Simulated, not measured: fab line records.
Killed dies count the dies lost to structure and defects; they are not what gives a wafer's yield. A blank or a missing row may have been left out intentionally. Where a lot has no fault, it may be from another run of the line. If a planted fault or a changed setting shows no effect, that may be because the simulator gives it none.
Which tool is to blame?    flow gf180mcu    13 lots, 39 wafers sampled, at 4 steps of a route of 602

WHAT THE GAUGES SHOWED, per wafer
GF_STI_BOW_MEAS_00.
lot   measured     on             INCOMING_BOW (um)
L769  day 1 15:00  film_metro-02  -4 -6 5
L770  day 1 20:01  film_metro-01  2 -2 5
L771  day 2 01:00  film_metro-01  5 1 -3
L772  day 2 06:01  film_metro-02  3 -4 0
L777  day 3 07:02  film_metro-04  9 -7 2
L778  day 3 12:01  film_metro-04  11 6 0
L780  day 3 22:02  film_metro-01  -8 -1 -3
L784  day 4 18:00  film_metro-02  0 6 -4
L785  day 4 23:02  film_metro-02  -2 10 10
L786  day 5 04:01  film_metro-02  -1 3 -5
L789  day 5 19:00  film_metro-01  -10 -3 -8
L790  day 6 00:00  film_metro-04  -4 6 -1
L791  day 6 05:01  film_metro-02  -2 4 -5

GF_DUAL_GATE_OVL_MEAS_11.
lot   measured      on          DUAL_GATE_OVL (nm)
L769  day 8 14:31   overlay-01  0.9 1.7 1.0
L770  day 8 20:02   overlay-01  0.4 -1.9 1.0
L771  day 9 02:37   overlay-02  0.3 3.0 0.5
L772  day 9 11:46   overlay-02  0.8 0.3 -0.3
L777  day 10 21:50  overlay-01  -0.7 0.0 -1.0
L778  day 11 07:26  overlay-02  0.8 0.3 1.7
L780  day 11 22:32  overlay-01  1.2 -0.1 0.3
L784  day 12 22:43  overlay-01  1.3 2.6 2.4
L785  day 13 05:37  overlay-01  3.6 1.7 2.6
L786  day 13 11:56  overlay-02  0.1 -2.4 -1.6
L789  day 14 07:10  overlay-02  0.9 -0.5 -1.0
L790  day 14 15:28  overlay-01  1.9 0.9 -0.6
L791  day 15 00:22  overlay-01  -0.4 -0.6 -1.3

GF_HV_LDD_THK_MEAS_55.
lot   measured      on             HV_LDD_CVD_54_THK (nm)
L769  day 12 16:09  film_metro-03  10.04 10.06 10.12
L770  day 13 00:47  film_metro-01  9.96 9.86 10.04
L771  day 13 05:33  film_metro-04  10.14 10.15 10.08
L772  day 13 17:34  film_metro-03  9.95 9.93 9.78
L777  day 15 10:51  film_metro-01  12.11 12.09 12.05
L778  day 15 23:41  film_metro-03  11.77 11.93 11.94
L780  day 16 14:48  film_metro-04  10.09 10.17 10.15
L784  day 17 18:02  film_metro-04  9.97 9.94 9.91
L785  day 18 03:00  film_metro-03  9.95 9.96 10.01
L786  day 18 12:17  film_metro-04  10.02 9.85 9.98
L789  day 19 08:08  film_metro-03  9.86 10.02 9.97
L790  day 19 16:56  film_metro-04  9.81 9.86 9.92
L791  day 20 04:55  film_metro-03  9.89 10.02 9.86

WHAT TOOL EACH LOT RAN ON (gives the tool, then ch and the chambers of the sampled wafers, and finally the start)
lot   GF_HV_LDD_CVD_54
L769  lpcvd-01 ch 0, day 12 15:08
L770  lpcvd-01 ch 1, day 12 22:29
L771  lpcvd-01 ch 0, day 13 04:32
L772  lpcvd-02 ch 0, day 13 16:32
L777  lpcvd-02 ch 0, day 15 09:49
L778  lpcvd-02 ch 0, day 15 22:40
L780  lpcvd-01 ch 1, day 16 13:46
L784  lpcvd-01 ch 0, day 17 17:01
L785  lpcvd-02 ch 1, day 18 01:58
L786  lpcvd-02 ch 0, day 18 11:16
L789  lpcvd-02 ch 1, day 19 07:07
L790  lpcvd-01 ch 1, day 19 15:55
L791  lpcvd-02 ch 1, day 20 03:22
- GF_HV_LDD_CVD_54: deposits SiO2 from TEOS, target thk 10 nm, time 75 s.

AS READ BY THE TOOLS THEMSELVES (means over the sampled wafers that have a number; for cases with no such wafer, the mark the record gives instead)
GF_HV_LDD_CVD_54.
lot   tool      spike_tc_centre_C (C)  spike_tc_lower_C (C)  spike_tc_top_C (C)  spike_tc_upper_C (C)  zone_power_centre_pct (%)
L769  lpcvd-01  681.7                  679.1                 690.6               680.2                 13.1
L770  lpcvd-01  681.3                  678.9                 696.3               681.6                 9.8
L771  lpcvd-01  682.1                  678.6                 690.3               679.9                 13.2
L772  lpcvd-02  678.3                  680.0                 695.9               682.8                 12.6
L777  lpcvd-02  686.8                  687.1                 704.5               690.6                 13.0
L778  lpcvd-02  685.6                  687.8                 703.4               690.0                 13.0
L780  lpcvd-01  682.2                  678.6                 696.3               682.1                 9.7
L784  lpcvd-01  682.8                  678.7                 690.5               681.0                 13.0
L785  lpcvd-02  681.1                  681.0                 698.4               680.6                 10.0
L786  lpcvd-02  677.6                  679.8                 696.0               683.0                 12.7
L789  lpcvd-02  681.1                  680.6                 698.5               680.9                 10.0
L790  lpcvd-01  681.4                  678.8                 696.5               681.5                 9.7
L791  lpcvd-02  680.4                  680.8                 698.8               681.2                 10.1

THE ANSWER, worked out from the rows above alone
Rule: the usual values come from the lots themselves. The widest of any qualifying gaps counts: lots, ordered by their means at a reading, are off when they make up no more than a third of the lots, leave a main group of 4 or more, and stand apart from it by 3 or more times the standard deviation of that group's means. A main group whose means are all the same, to the digits that the tables above print for the reading, isn't used. A lot without any number at a reading at which 4 lots or more have one is off too. The other lots that the step has rows for count as sound. The gauges are gone through in route order, then the tools' own readings, and for those a lot's mean is taken as printed above. At the first step where some lot is off, the reading lying furthest off is the one used; lots without a number count as furthest.
Off: at GF_HV_LDD_THK_MEAS_55 (HV_LDD_CVD_54_THK), L777, L778. For the main group the mean is 9.98 nm and the standard deviation 0.087.
If a tool, at a process step before that reading, ran all the lots that are off and no sound lot after the first of them, it fits. The gauges at GF_HV_LDD_THK_MEAS_55 aren't tried: what is off there is off at GF_HV_LDD_CVD_54 too, on other tools, and a gauge's error can't cause that. No candidate that was tried fits.

WHAT HAD BEEN PUT IN BY THE SIMULATOR
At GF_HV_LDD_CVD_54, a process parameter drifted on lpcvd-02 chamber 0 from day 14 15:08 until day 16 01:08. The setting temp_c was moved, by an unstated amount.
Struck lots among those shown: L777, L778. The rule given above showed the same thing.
